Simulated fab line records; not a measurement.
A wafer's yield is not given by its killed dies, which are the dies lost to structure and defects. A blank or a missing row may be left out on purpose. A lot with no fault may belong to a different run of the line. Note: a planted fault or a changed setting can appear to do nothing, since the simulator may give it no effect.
What tool caused it? -- flow gf180mcu -- at 1 step of a route of 602, 15 lots with 45 wafers sampled

WHAT THE GAUGES SHOWED, per wafer
GF_STI_CD_MEAS_12: target cd 220 nm.
lot,measured,on,cd nm (nm)
L108,day 2 01:58,cd sem-02,220.9 221.3 220.6
L109,day 2 06:56,cd sem-02,219.0 219.2 220.0
L111,day 2 17:01,cd sem-01,221.4 221.2 220.5
L112,day 2 22:48,cd sem-01,220.2 221.3 220.9
L113,day 3 03:25,cd sem-01,220.5 220.1 220.3
L114,day 3 08:29,cd sem-02,220.4 221.0 219.7
L115,day 3 13:19,cd sem-02,218.4 219.1 219.1
L117,day 4 01:16,cd sem-02,219.2 219.0 220.1
L118,day 4 04:58,cd sem-02,220.6 219.8 220.8
L121,day 4 21:37,cd sem-01,218.1 217.6 218.0
L125,day 5 18:26,cd sem-01,220.4 220.7 219.9
L126,day 5 22:46,cd sem-01,221.0 221.2 220.6
L127,day 6 02:52,cd sem-01,218.3 219.6 219.2
L129,day 6 13:28,cd sem-01,217.7 217.7 217.8
L131,day 7 02:16,cd sem-01,219.4 219.8 221.1

EACH LOT AND THE TOOL THAT RAN IT (in order: tool; ch and the chambers of the sampled wafers; start)
Record: no process step prior to these readings.

WHAT THE TOOLS THEMSELVES READ (means of the sampled wafers that have a number; where no wafer has one, the mark that the record gives instead)
The record holds no such reading with a usual standard deviation.

THE ANSWER, worked out from the rows above alone
Rule: the usual values come from the lots themselves. Put in order of their means at a reading, lots are off if they are a third of the lots or fewer, leave a main group of 4 or more, and stand apart from it by a gap of 3 or more times the standard deviation of the main group's means; of several such gaps the widest counts. A main group is skipped when, at the precision printed for the reading in the tables above, its means are all equal. Also off: a lot with no number at a reading for which 4 or more lots have one. Where the step has rows for the other lots, those lots are counted as sound. First the gauges in route order, then the tools' own readings, where a lot's mean is used as printed above. At the first step where some lot is off, the reading lying furthest off is the one used; lots without a number count as furthest.
No lot is off on any of the readings shown, so nothing can be concluded from this.

WHAT THE SIMULATOR PUT IN
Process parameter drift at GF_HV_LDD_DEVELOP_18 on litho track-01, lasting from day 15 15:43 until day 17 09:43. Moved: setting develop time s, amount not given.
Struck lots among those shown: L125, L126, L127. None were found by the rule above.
